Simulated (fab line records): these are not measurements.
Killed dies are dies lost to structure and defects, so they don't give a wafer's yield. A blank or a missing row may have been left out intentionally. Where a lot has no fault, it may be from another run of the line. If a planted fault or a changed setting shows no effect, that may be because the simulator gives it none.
fab line records	flow sky130
[record] lots = 5	wafers = 23
route steps=708 shown POLY_GATE@217 LDD_P@257 LDD_HVN@275 LDD_HVP@280 LDD_LDN@300 SPACER@304 POLY_CUT@318
start-h: hours from the record's first day to the start of the lot's first wafer shown	wait-h: hours since the lot's step before	" repeats the value in the row above	L1.1+2: a single row standing in for several wafers	- either no value or no given start	* or withheld: withheld	< > ~ a bound
route shown NAME@n: names a module that has steps shown in the file, with the first one's number in the route	usual: mean/standard deviation taken from wafers without a fault	same: alike in all rows	chamber/n: place in a boat	sites: readings site by site	_std_site: standard deviation across them	_edge_site: outer sites' mean less inner sites'	radius-mm: for every site, how far away it sits from the centre of the wafer	mask NAME#n: copy n	behind: the last tool/chamber to shape the wafer	hold: reason for holding the lot/hours on hold/outcome of the hold	device: whichever transistor did not switch (one of n, p or np)	end of line: at the end of the route, the tests of the same wafers	a step given without rows: its recipe and nothing more	killed: dies that structure and defects cost at the first sort, which is not the same as the wafer's yield	map: per-die view of a wafer (x killed, . not killed, _ where there is no die)
set.NAME: the setting that was run; set.NAME@STEP: the one run at that earlier step	model.NAME: the simulator's own value behind a step, which no gauge read
lots where settings were altered on purpose, with a table for each step and a row for each wafer
[[steps]]
[step SKY_POLY_GATE_CVD_03]
[recipe] material = Si3N4	precursor = DCS/NH3	target-thk-nm = 75	temp-c = 770	time-s = 1290	pressure-mtorr = 250
lot.wafer	tool	chamber	start-h	wait-h	set.pressure-mtorr	model.Si3N4_of_POLY_GATE_CVD_03.thk-nm
L074.1	-	-	-	1.8	266	76.61
L074.2	"	-	"	"	266	76.45
L074.3	"	-	"	"	266	75.89
L074.4	"	-	"	"	266	76.42
L074.5	"	-	"	"	266	75.95
L075.1	-	-	-	0.0	260.6	75.74
L075.2	"	-	"	"	260.6	74.74
L075.3	"	-	"	"	260.6	74.76
L075.4	"	-	"	"	260.6	75.06
L075.5	"	-	"	"	260.6	74.78
L077.1	-	-	-	3.4	261.6	76.04
L077.2	"	-	"	"	261.6	75.47
L077.3	"	-	"	"	261.6	76.13
L077.5	"	-	"	"	261.6	75.42
L077.6	"	-	"	"	261.6	76.31
L078.3	lpcvd-02	1	367.92	0.0	250	75.01
L078.4	"	1	"	"	250	74.56
L078.5	"	1	"	"	250	74.24
L080.1	-	-	-	1.8	220.3	72.83
L080.2	"	-	"	"	220.3	71.74
L080.3	"	-	"	"	220.3	71.45
L080.4	"	-	"	"	220.3	72.21
L080.5	"	-	"	"	220.3	72.35
[step SKY_POLY_GATE_THK_MEAS_04]
[recipe] reads = Si3N4_of_POLY_GATE_CVD_03
[usual] POLY_GATE_CVD_03_THK = 74.9/0.47
lot.wafer	tool	chamber	start-h	wait-h	set.pressure-mtorr@POLY_GATE_CVD_03	POLY_GATE_CVD_03_THK[nm]
L074.1	film-metro-04	-	-	-	266	76.6
L074.2	"	-	"	"	266	76.5
L074.3	"	-	"	"	266	75.9
L074.4	"	-	"	"	266	76.4
L074.5	"	-	"	"	266	76.0
L075.1	film-metro-02	-	-	-	260.6	75.7
L075.2	"	-	"	"	260.6	74.7
L075.3	"	-	"	"	260.6	74.7
L075.4	"	-	"	"	260.6	75.1
L075.5	"	-	"	"	260.6	74.8
L077.1	film-metro-01	-	-	-	261.6	76.0
L077.2	"	-	"	"	261.6	75.5
L077.3	"	-	"	"	261.6	76.2
L077.5	"	-	"	"	261.6	75.4
L077.6	"	-	"	"	261.6	76.3
L078.3	film-metro-04	-	369.97	0.0	250	75.0
L078.4	"	-	"	"	250	74.6
L078.5	"	-	"	"	250	74.3
L080.1	film-metro-01	-	-	-	220.3	72.8
L080.2	"	-	"	"	220.3	71.7
L080.3	"	-	"	"	220.3	71.5
L080.4	"	-	"	"	220.3	72.2
L080.5	"	-	"	"	220.3	72.3
[step SKY_POLY_GATE_COAT_08]
[recipe] resist = KrF-thick	spin-rpm = 3000	resist-thk-nm = 450
lot.wafer	tool	chamber	start-h	wait-h	set.resist-thk-nm	model.KrF-thick_of_POLY_GATE_COAT_08.thk-nm
L074.1+5	litho-track-03	0	-	-	450	451
L074.2	"	0	"	"	439.6	440.7
L074.3	"	0	"	"	439.6	439.6
L074.4	"	0	"	"	450	451.5
L075.1	litho-track-01	0	-	-	476	478.9
L075.2	"	0	"	"	450	451.8
L075.3	"	0	"	"	450	451.7
L075.4	"	0	"	"	450	453.5
L075.5	"	0	"	"	476	475.7
L077.1	litho-track-04	0	-	-	459.1	457.3
L077.2	"	0	"	"	459.1	458.7
L077.3	"	0	"	"	450	448.3
L077.5	"	0	"	"	459.1	458.8
L077.6	"	0	"	"	450	449.9
L078.3	litho-track-01	0	-	-	450	448.4
L078.4+5	"	0	"	"	450	451.4
L080.1	litho-track-04	0	-	-	450	450.7
L080.2	"	0	"	"	450	449
L080.3	"	0	"	"	450	451.4
L080.4	"	0	"	"	450	450.5
L080.5	"	0	"	"	450	450.1
[step SKY_POLY_GATE_ETCH_16]
[recipe] stop-on = poly-Si	chemistry = CH3F/O2	target = Si3N4	source-w = 400	bias-w = 80	pressure-mtorr = 25	ch3f-flow-sccm = 40	O2_flow_sccm = 30	time-s = 147.5	target-depth-a = 750
lot.wafer	tool	chamber	start-h	wait-h	set.source-w	set.resist-thk-nm@POLY_GATE_COAT_08	model.KrF-thick_of_POLY_GATE_COAT_08.thk-nm
L074.1	rie-diel-02	2	364.43	0.0	400	450	243.5
L074.2	"	0	"	"	400	439.6	225.1
L074.3	"	1	"	"	400	439.6	222.1
L074.4	"	3	"	"	428.2	450	231.5
L074.5	"	2	"	"	428.2	450	241.5
L075.1	rie-diel-01	0	370.82	0.0	400	476	259.9
L075.2	"	1	"	"	400	450	236.8
L075.3	"	2	"	"	400	450	235.5
L075.4	"	0	"	"	400	450	234.2
L075.5	"	1	"	"	400	476	259.8
L077.1	rie-diel-02	3	399.48	0.0	400	459.1	240.9
L077.2	"	0	"	"	400	459.1	245.3
L077.3	"	2	"	"	359.2	450	244.9
L077.5	"	1	"	"	359.2	459.1	246.6
L077.6	"	2	"	"	400	450	241.3
L078.3	rie-diel-03	2	399.48	0.0	400	450	234.2
L078.4	"	2	"	"	400	450	236.1
L078.5	"	1	"	"	400	450	241.1
L080.1	rie-diel-03	2	420.98	0.0	400	450	235.4
L080.2	"	0	"	"	419	450	231.3
L080.3	"	3	"	"	419	450	231.5
L080.4	"	1	"	"	419	450	238
L080.5	"	3	"	"	400	450	232.7
[step SKY_POLY_GATE_ETCH_17]
[recipe] target-depth-nm = 180	stop-on = SiO2	over-etch-frac = 0.56667	chemistry = HBr/Cl2	target = poly-Si	icp-w = 400	bias-w = 100	pressure-mtorr = 10	HBr_flow_sccm = 150	Cl2_flow_sccm = 50	time-s = 70.5
lot.wafer	tool	chamber	start-h	wait-h	set.resist-thk-nm@POLY_GATE_COAT_08	model.KrF-thick_of_POLY_GATE_COAT_08.thk-nm
L074.1	rie-si-02	0	364.53	0.0	450	147
L074.2	"	2	"	"	439.6	129.9
L074.3	"	3	"	"	439.6	126.4
L074.4	"	1	"	"	450	137.2
L074.5	"	0	"	"	450	146.3
L075.1	rie-si-02	3	370.91	0.0	476	164.5
L075.2	"	1	"	"	450	144.1
L075.3	"	0	"	"	450	140.7
L075.4	"	2	"	"	450	138.7
L075.5	"	0	"	"	476	165.1
L077.1	rie-si-01	0	399.58	0.0	459.1	148.3
L077.2	"	3	"	"	459.1	150.1
L077.3	"	2	"	"	450	152.1
L077.5	"	2	"	"	459.1	153.4
L077.6	"	3	"	"	450	146.3
L078.3	rie-si-02	1	399.58	0.0	450	140.3
L078.4	"	0	"	"	450	140.8
L078.5	"	3	"	"	450	145.8
L080.1	rie-si-02	3	421.08	0.0	450	139.2
L080.2+3	"	0,1	"	"	450	136.5
L080.4	"	2	"	"	450	142.2
L080.5	"	0	"	"	450	138.2
[step SKY_POLY_GATE_STRIP_18]
[recipe] chemistry = O2/N2	power-w = 1400	pressure-mtorr = 1500	platen-temp-c = withheld	o2-flow-sccm = 3000	n2-flow-sccm = 300	overash-fraction = 0.5
[usual] strip-time-to-endpoint-s = 3.17/0.05
lot.wafer	tool	chamber	start-h	wait-h	set.resist-thk-nm@POLY_GATE_COAT_08	strip-time-to-endpoint-s
L074.1	plasma-asher-02	1	364.59	0.0	450	3.23
L074.2	"	0	"	"	439.6	3.06
L074.3	"	0	"	"	439.6	3.03
L074.4	"	1	"	"	450	3.15
L074.5	"	1	"	"	450	3.25
L075.1	plasma-asher-02	0	370.97	0.0	476	3.43
L075.2	"	1	"	"	450	3.22
L075.3	"	1	"	"	450	3.15
L075.4	"	0	"	"	450	3.16
L075.5	"	0	"	"	476	3.42
L077.1	plasma-asher-02	1	399.63	0.0	459.1	3.25
L077.2	"	0	"	"	459.1	3.28
L077.3	"	0	"	"	450	3.29
L077.5	"	1	"	"	459.1	3.30
L077.6	"	0	"	"	450	3.23
L078.3	plasma-asher-03	1	399.67	0.1	450	3.17
L078.4	"	0	"	"	450	3.18
L078.5	"	0	"	"	450	3.23
L080.1	plasma-asher-02	0	421.14	0.0	450	3.14
L080.2	"	1	"	"	450	3.13
L080.3	"	0	"	"	450	3.14
L080.4	"	1	"	"	450	3.18
L080.5	"	0	"	"	450	3.14
[step SKY_LDD_P_COAT_02]
[recipe] resist = NOVOLAK	spin-rpm = 3000	resist-thk-nm = 1140
lot.wafer	tool	chamber	start-h	wait-h	set.spin-rpm	model.NOVOLAK_of_LDD_P_COAT_02.thk-nm
L074.1	litho-track-04	0	408.99	0.1	3190	1109
L074.2	"	0	"	"	3000	1143
L074.3	"	0	"	"	3190	1106
L074.4	"	0	"	"	3190	1104
L074.5	"	0	"	"	3000	1146
L075.1	litho-track-02	0	418.42	0.1	3000	1146
L075.2	"	0	"	"	3000	1139
L075.3+5	"	0	"	"	3000	1141
L075.4	"	0	"	"	3000	1140
L077.1	litho-track-03	0	446.43	0.1	2825	1173
L077.2+6	"	0	"	"	3000	1139
L077.3	"	0	"	"	2825	1175
L077.5	"	0	"	"	3000	1138
L078.3	litho-track-04	0	447.64	0.1	3000	1135
L078.4	"	0	"	"	3000	1133
L078.5	"	0	"	"	3000	1138
L080.1+3	litho-track-02	0	470.12	0.1	3000	1146
L080.2	"	0	"	"	3000	1142
L080.4+5	"	0	"	"	3000	1145
[step SKY_LDD_P_DEVELOP_06]
[recipe] resist = NOVOLAK	developer = TMAH	develop-time-s = 60	dev-temp-c = 23
lot.wafer	tool	chamber	start-h	wait-h	set.dev-temp-c
L074.1+2+3+4+5	litho-track-03	0	423.63	0.1	23
L075.1+2+3+4+5	litho-track-03	0	433.68	0.1	23
L077.1+2	litho-track-02	0	461.87	0.1	25.73
L077.3+5+6	"	0	"	"	23
L078.3+4+5	litho-track-03	0	463.53	0.1	23
L080.1+3+5	litho-track-04	0	486.19	0.1	20.98
L080.2+4	"	0	"	"	23
[step SKY_LDD_P_CD_MEAS_07]
[recipe] target-cd-nm = 380
[usual] cd-nm = 379.3/2.1
lot.wafer	tool	chamber	start-h	wait-h	set.dev-temp-c@LDD_P_DEVELOP_06	cd-nm
L074.1	cd-sem-01	-	423.78	0.1	23	377.4
L074.2	"	-	"	"	23	379.1
L074.3	"	-	"	"	23	381.0
L074.4	"	-	"	"	23	381.0
L074.5	"	-	"	"	23	377.8
L075.1	cd-sem-01	-	433.83	0.1	23	385.7
L075.2	"	-	"	"	23	382.8
L075.3	"	-	"	"	23	383.1
L075.4	"	-	"	"	23	383.1
L075.5	"	-	"	"	23	381.8
L077.1	cd-sem-02	-	462.02	0.1	25.73	366.1
L077.2	"	-	"	"	25.73	368.8
L077.3	"	-	"	"	23	374.6
L077.5	"	-	"	"	23	377.8
L077.6	"	-	"	"	23	380.7
L078.3	cd-sem-01	-	463.67	0.1	23	380.1
L078.4	"	-	"	"	23	379.9
L078.5	"	-	"	"	23	379.6
L080.1	cd-sem-01	-	486.34	0.1	20.98	383.1
L080.2	"	-	"	"	23	376.1
L080.3	"	-	"	"	20.98	382.7
L080.4	"	-	"	"	23	376.2
L080.5	"	-	"	"	20.98	384.9
[step SKY_LDD_P_IMPLANT_09]
[recipe] species = BF2	energy-kev = 25	dose-cm2 = 1e+13	tilt-deg = withheld
[step SKY_LDD_P_STRIP_10]
[recipe] chemistry = O2/N2	power-w = 1400	pressure-mtorr = 1500	platen-temp-c = withheld	o2-flow-sccm = 3000	n2-flow-sccm = 300	overash-fraction = 0.5
[usual] strip-time-to-endpoint-s = 14.18/0.033
lot.wafer	tool	chamber	start-h	wait-h	set.spin-rpm@LDD_P_COAT_02	strip-time-to-endpoint-s
L074.1	plasma-asher-01	1	424.08	0.1	3190	13.81
L074.2	"	0	"	"	3000	14.22
L074.3	"	1	"	"	3190	13.78
L074.4	"	0	"	"	3190	13.75
L074.5	"	0	"	"	3000	14.25
L075.1	plasma-asher-03	1	434.13	0.1	3000	14.23
L075.2	"	0	"	"	3000	14.15
L075.3	"	0	"	"	3000	14.19
L075.4	"	1	"	"	3000	14.18
L075.5	"	1	"	"	3000	14.18
L077.1	plasma-asher-01	0	462.33	0.1	2825	14.53
L077.2	"	1	"	"	3000	14.18
L077.3	"	1	"	"	2825	14.55
L077.5	"	1	"	"	3000	14.15
L077.6	"	0	"	"	3000	14.15
L078.3	plasma-asher-01	1	463.97	0.1	3000	14.13
L078.4	"	0	"	"	3000	14.10
L078.5	"	0	"	"	3000	14.16
L080.1	plasma-asher-03	1	486.65	0.1	3000	14.22
L080.2	"	0	"	"	3000	14.20
L080.3	"	1	"	"	3000	14.25
L080.4	"	0	"	"	3000	14.24
L080.5	"	0	"	"	3000	14.24
[step SKY_LDD_HVN_IMPLANT_08]
[recipe] species = P	energy-kev = 60	dose-cm2 = 3e+13	tilt-deg = 40
lot.wafer	tool	chamber	start-h	wait-h	set.energy-kev	model.implant.rp-nm	model.implant.drp-nm
L074.1+4+5	implanter-02	0	455.03	0.0	61.84	58.79	28.9
L074.2+3	"	0	"	"	60	57.01	28.15
L075.1+3	implanter-02	0	464.61	0.0	57.9	54.54	27.31
L075.2+4+5	"	0	"	"	60	56.55	28.15
L077.1+5+6	implanter-03	0	493.06	0.0	62.44	60.53	29.14
L077.2+3	"	0	"	"	60	58.12	28.15
L078.3+4+5	implanter-03	0	494.61	0.1	60	57.09	28.15
L080.1+2+3	implanter-02	0	516.93	0.0	57.93	54.19	27.32
L080.4+5	"	0	"	"	60	56.17	28.15
[step SKY_LDD_HVN_STRIP_09]
[recipe] chemistry = O2/N2	power-w = 1400	pressure-mtorr = 1500	platen-temp-c = withheld	o2-flow-sccm = 3000	n2-flow-sccm = 300	overash-fraction = 0.5
[step SKY_LDD_HVN_TW_MEAS_10]
[usual] LDD_HVN_TW = 1435/5.7
lot.wafer	tool	chamber	start-h	wait-h	set.energy-kev@LDD_HVN_IMPLANT_08	LDD_HVN_TW
L074.1	film-metro-04	-	455.28	0.1	61.84	1432
L074.2	"	-	"	"	60	1428
L074.3	"	-	"	"	60	1430
L074.4	"	-	"	"	61.84	1439
L074.5	"	-	"	"	61.84	1440
L075.1	film-metro-01	-	464.86	0.1	57.9	1413
L075.2	"	-	"	"	60	1439
L075.3	"	-	"	"	57.9	1417
L075.4	"	-	"	"	60	1432
L075.5	"	-	"	"	60	1435
L077.1	film-metro-01	-	493.31	0.1	62.44	1448
L077.2	"	-	"	"	60	1429
L077.3	"	-	"	"	60	1437
L077.5	"	-	"	"	62.44	1455
L077.6	"	-	"	"	62.44	1456
L078.3	film-metro-02	-	494.83	0.1	60	1431
L078.4	"	-	"	"	60	1433
L078.5	"	-	"	"	60	1425
L080.1	film-metro-01	-	517.18	0.1	57.93	1427
L080.2	"	-	"	"	57.93	1428
L080.3	"	-	"	"	57.93	1421
L080.4	"	-	"	"	60	1434
L080.5	"	-	"	"	60	1438
[step SKY_LDD_HVP_COAT_02]
[recipe] resist = NOVOLAK	spin-rpm = 3000	resist-thk-nm = 300
lot.wafer	tool	chamber	start-h	wait-h	set.spin-rpm	model.NOVOLAK_of_LDD_HVP_COAT_02.thk-nm
L074.1	litho-track-03	0	470.13	0.1	3000	300.3
L074.2+3	"	0	"	"	3000	300
L074.4	"	0	"	"	3000	301.4
L074.5	"	0	"	"	3000	300.4
L075.1	litho-track-03	0	479.98	0.1	3115	295.4
L075.2	"	0	"	"	3000	300.3
L075.3	"	0	"	"	3000	300.2
L075.4	"	0	"	"	3115	295
L075.5	"	0	"	"	3115	294.3
L077.1	litho-track-03	0	507.58	0.1	2778	312.7
L077.2	"	0	"	"	3000	301.1
L077.3	"	0	"	"	3000	301.7
L077.5	"	0	"	"	2778	313.4
L077.6	"	0	"	"	3000	300.4
L078.3	litho-track-03	0	509.73	0.1	3000	299.7
L078.4	"	0	"	"	3000	299.6
L078.5	"	0	"	"	3000	300.4
L080.1	litho-track-01	0	531.79	0.1	3000	300.5
L080.2	"	0	"	"	2862	307.9
L080.3	"	0	"	"	2862	307.1
L080.4	"	0	"	"	3000	301
L080.5	"	0	"	"	2862	308.9
[step SKY_LDD_HVP_SOFTBAKE_03]
[recipe] temp-c = 90	time-s = 60	resist = NOVOLAK
[step SKY_LDD_HVP_EXPOSE_04]
[recipe] mask-id = HVPTM	na = 0.6	source-shape = conventional	sigma-outer = 0.6	polarization = unpolarized	target-cd-nm = 700	dose-mj = 86
[step SKY_LDD_HVP_IMPLANT_08]
[recipe] species = B	energy-kev = 20.27	dose-cm2 = 1.7e+13	tilt-deg = 17.9
[step SKY_LDD_HVP_STRIP_09]
[recipe] chemistry = O2/N2	power-w = 1400	pressure-mtorr = 1500	platen-temp-c = withheld	o2-flow-sccm = 3000	n2-flow-sccm = 300	overash-fraction = 0.5
[usual] strip-time-to-endpoint-s = 4.137/0.014
lot.wafer	tool	chamber	start-h	wait-h	set.spin-rpm@LDD_HVP_COAT_02	strip-time-to-endpoint-s
L074.1	plasma-asher-02	0	486.33	0.1	3000	4.146
L074.2	"	1	"	"	3000	4.142
L074.3	"	0	"	"	3000	4.121
L074.4	"	1	"	"	3000	4.159
L074.5	"	1	"	"	3000	4.141
L075.1	plasma-asher-04	1	495.33	0.1	3115	4.065
L075.2	"	0	"	"	3000	4.132
L075.3	"	0	"	"	3000	4.146
L075.4	"	1	"	"	3115	4.075
L075.5	"	1	"	"	3115	4.052
L077.1	plasma-asher-03	0	522.88	0.1	2778	4.304
L077.2	"	1	"	"	3000	4.146
L077.3	"	1	"	"	3000	4.136
L077.5	"	1	"	"	2778	4.329
L077.6	"	0	"	"	3000	4.134
L078.3	plasma-asher-04	1	525.06	0.1	3000	4.141
L078.4	"	0	"	"	3000	4.127
L078.5	"	1	"	"	3000	4.153
L080.1	plasma-asher-03	0	547.56	0.1	3000	4.145
L080.2	"	1	"	"	2862	4.229
L080.3	"	0	"	"	2862	4.222
L080.4	"	1	"	"	3000	4.134
L080.5	"	0	"	"	2862	4.259
[step SKY_LDD_LDN_IMPLANT_11]
[recipe] species = As	energy-kev = 15	dose-cm2 = 1.25e+13	tilt-deg = withheld	rotation-deg = 293
lot.wafer	tool	chamber	start-h	wait-h	set.energy-kev	model.implant.rp-nm	model.implant.drp-nm
L074.1+2+3+4+5	implanter-03	0	517.38	0.1	15	12.73	5.933
L075.1+3+4	implanter-04	0	526.18	0.1	15	12.94	5.933
L075.2+5	"	0	"	"	14.14	12.82	5.696
L077.1+3+5	implanter-04	0	553.53	0.1	15.9	13.22	6.169
L077.2+6	"	0	"	"	15	12.69	5.933
L078.3+4+5	implanter-04	0	555.46	0.1	15	12.61	5.933
L080.1+3+4	implanter-01	0	577.07	0.1	14.52	12.78	5.801
L080.2+5	"	0	"	"	15	12.84	5.933
[step SKY_SPACER_CVD_00]
[recipe] material = Si3N4	precursor = DCS/NH3	target-thk-nm = 43.1	temp-c = 770	time-s = 740	pressure-mtorr = 250
lot.wafer	tool	chamber	start-h	wait-h	set.pressure-mtorr	model.Si3N4_of_SPACER_CVD_00.thk-nm
L074.1+2	-	-	-	0.6	250	42.74
L074.3	"	-	"	"	250	42.42
L074.4	"	-	"	"	250	42.77
L074.5	"	-	"	"	250	42.39
L075.1	-	-	-	0.0	250	42.13
L075.2	"	-	"	"	250	42.03
L075.3	"	-	"	"	250	42.35
L075.4	"	-	"	"	250	42.44
L075.5	"	-	"	"	250	42.26
L077.1	-	-	-	0.0	280.5	45.12
L077.2	"	-	"	"	280.5	44.77
L077.3	"	-	"	"	280.5	44.75
L077.5	"	-	"	"	280.5	44.73
L077.6	"	-	"	"	280.5	45.39
L078.3	lpcvd-02	0	555.77	0.0	250	42.48
L078.4	"	0	"	"	250	42.65
L078.5	"	0	"	"	250	43
L080.1	-	-	-	0.0	250	43.2
L080.2	"	-	"	"	250	42.67
L080.3	"	-	"	"	250	42.72
L080.4	"	-	"	"	250	42.59
L080.5	"	-	"	"	250	42.79
[step SKY_SPACER_THK_MEAS_01]
[recipe] reads = Si3N4_of_SPACER_CVD_00
[usual] SPACER_CVD_00_THK = 43.2/0.56
lot.wafer	tool	chamber	start-h	wait-h	set.pressure-mtorr@SPACER_CVD_00	SPACER_CVD_00_THK[nm]
L074.1	film-metro-01	-	-	-	250	42.8
L074.2	"	-	"	"	250	42.7
L074.3	"	-	"	"	250	42.4
L074.4	"	-	"	"	250	42.8
L074.5	"	-	"	"	250	42.4
L075.1	film-metro-01	-	-	-	250	42.1
L075.2	"	-	"	"	250	42.0
L075.3	"	-	"	"	250	42.3
L075.4	"	-	"	"	250	42.4
L075.5	"	-	"	"	250	42.2
L077.1	film-metro-03	-	-	-	280.5	45.1
L077.2	"	-	"	"	280.5	44.7
L077.3	"	-	"	"	280.5	44.7
L077.5	"	-	"	"	280.5	44.7
L077.6	"	-	"	"	280.5	45.4
L078.3	film-metro-04	-	557.00	0.0	250	42.5
L078.4	"	-	"	"	250	42.6
L078.5	"	-	"	"	250	43.0
L080.1	film-metro-04	-	-	-	250	43.2
L080.2	"	-	"	"	250	42.7
L080.3	"	-	"	"	250	42.7
L080.4	"	-	"	"	250	42.6
L080.5	"	-	"	"	250	42.8
[step SKY_POLY_CUT_ETCH_11]
[recipe] target = Si3N4	chemistry = CF4/CH2F2/Ar	stop-on = poly-Si	source-w = 600	bias-w = 150	pressure-mtorr = 40	cf4-flow-sccm = 40	ch2f2-flow-sccm = 20	Ar_flow_sccm = 150	time-s = 42.5	target-depth-a = 600
[usual] oes-product-au = 0.828/0.0051
lot.wafer	tool	chamber	start-h	wait-h	set.time-s	oes-product-au
L074.1	rie-diel-04	3	549.27	0.0	42.5	0.843
L074.2	"	1	"	"	47.73	0.810
L074.3	"	2	"	"	47.73	0.809
L074.4	"	0	"	"	42.5	0.837
L074.5	"	1	"	"	47.73	0.818
L075.1	rie-diel-02	2	557.32	0.0	47.99	0.807
L075.2	"	1	"	"	47.99	0.808
L075.3	"	3	"	"	47.99	0.802
L075.4	"	0	"	"	42.5	0.835
L075.5	"	3	"	"	42.5	0.832
L077.1	rie-diel-02	0	585.22	0.0	42.5	0.837
L077.2	"	2	"	"	42.5	0.828
L077.3	"	1	"	"	36.49	0.911
L077.5	"	1	"	"	36.49	0.905
L077.6	"	0	"	"	42.5	0.837
L078.3	rie-diel-04	0	586.87	0.0	42.5	0.835
L078.4	"	3	"	"	42.5	0.829
L078.5	"	0	"	"	42.5	0.829
L080.1	rie-diel-03	1	607.99	0.0	42.5	0.821
L080.2	"	2	"	"	47.92	0.784
L080.3	"	0	"	"	47.92	0.785
L080.4	"	3	"	"	42.5	0.810
L080.5	"	3	"	"	42.5	0.817
[[key]]
[split] step = SKY_POLY_GATE_CVD_03	setting = pressure-mtorr	stated = 250	by = lot
[response] step = SKY_POLY_GATE_CVD_03	reading = model.Si3N4_of_POLY_GATE_CVD_03.thk-nm	change = +0.216	per = 1%	r = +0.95
[response] step = SKY_POLY_GATE_THK_MEAS_04	reading = POLY_GATE_CVD_03_THK	change = +0.215	per = 1%	r = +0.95
[split] step = SKY_POLY_GATE_COAT_08	setting = resist-thk-nm	stated = 450	by = wafer
[response] step = SKY_POLY_GATE_COAT_08	reading = model.KrF-thick_of_POLY_GATE_COAT_08.thk-nm	change = +4.4	per = 1%	r = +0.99
[response] step = SKY_POLY_GATE_ETCH_16	reading = model.KrF-thick_of_POLY_GATE_COAT_08.thk-nm	change = +4.16	per = 1%	r = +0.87
[response] step = SKY_POLY_GATE_ETCH_17	reading = model.KrF-thick_of_POLY_GATE_COAT_08.thk-nm	change = +4.09	per = 1%	r = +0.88
[response] step = SKY_POLY_GATE_STRIP_18	reading = strip-time-to-endpoint-s	change = *	per = 1%	r = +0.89
[split] step = SKY_POLY_GATE_ETCH_16	setting = source-w	stated = 400	by = wafer
response none clear
[split] step = SKY_LDD_P_COAT_02	setting = spin-rpm	stated = 3000	by = wafer
[response] step = SKY_LDD_P_COAT_02	reading = model.NOVOLAK_of_LDD_P_COAT_02.thk-nm	change = -6.06	per = 1%	r = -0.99
[response] step = SKY_LDD_P_STRIP_10	reading = strip-time-to-endpoint-s	change = *	per = 1%	r = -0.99
[split] step = SKY_LDD_P_DEVELOP_06	setting = dev-temp-c	stated = 23	by = wafer
[response] step = SKY_LDD_P_CD_MEAS_07	reading = cd-nm	change = -0.858	per = 1%	r = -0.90
[split] step = SKY_LDD_HVN_IMPLANT_08	setting = energy-kev	stated = 60	by = wafer
[response] step = SKY_LDD_HVN_IMPLANT_08	reading = model.implant.rp-nm	change = +0.582	per = 1%	r = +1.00
[response] step = SKY_LDD_HVN_IMPLANT_08	reading = model.implant.drp-nm	change = +0.243	per = 1%	r = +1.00
[response] step = SKY_LDD_HVN_TW_MEAS_10	reading = LDD_HVN_TW	change = +4.3	per = 1%	r = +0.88
[split] step = SKY_LDD_HVP_COAT_02	setting = spin-rpm	stated = 3000	by = wafer
[response] step = SKY_LDD_HVP_COAT_02	reading = model.NOVOLAK_of_LDD_HVP_COAT_02.thk-nm	change = -1.57	per = 1%	r = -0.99
[response] step = SKY_LDD_HVP_STRIP_09	reading = strip-time-to-endpoint-s	change = *	per = 1%	r = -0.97
[split] step = SKY_LDD_LDN_IMPLANT_11	setting = energy-kev	stated = 15	by = wafer
[response] step = SKY_LDD_LDN_IMPLANT_11	reading = model.implant.rp-nm	shape = bent	at-lowest = 12.82	at-stated = 12.75	at-highest = 13.22
[response] step = SKY_LDD_LDN_IMPLANT_11	reading = model.implant.drp-nm	change = +0.0404	per = 1%	r = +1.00
[split] step = SKY_SPACER_CVD_00	setting = pressure-mtorr	stated = 250	by = lot
[response] step = SKY_SPACER_CVD_00	reading = model.Si3N4_of_SPACER_CVD_00.thk-nm	change = +0.195	per = 1%	r = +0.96
[response] step = SKY_SPACER_THK_MEAS_01	reading = SPACER_CVD_00_THK	change = +0.194	per = 1%	r = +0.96
[split] step = SKY_POLY_CUT_ETCH_11	setting = time-s	stated = 42.5	by = wafer
[response] step = SKY_POLY_CUT_ETCH_11	reading = oes-product-au	shape = bent	at-lowest = 0.908	at-stated = 0.830	at-highest = 0.806
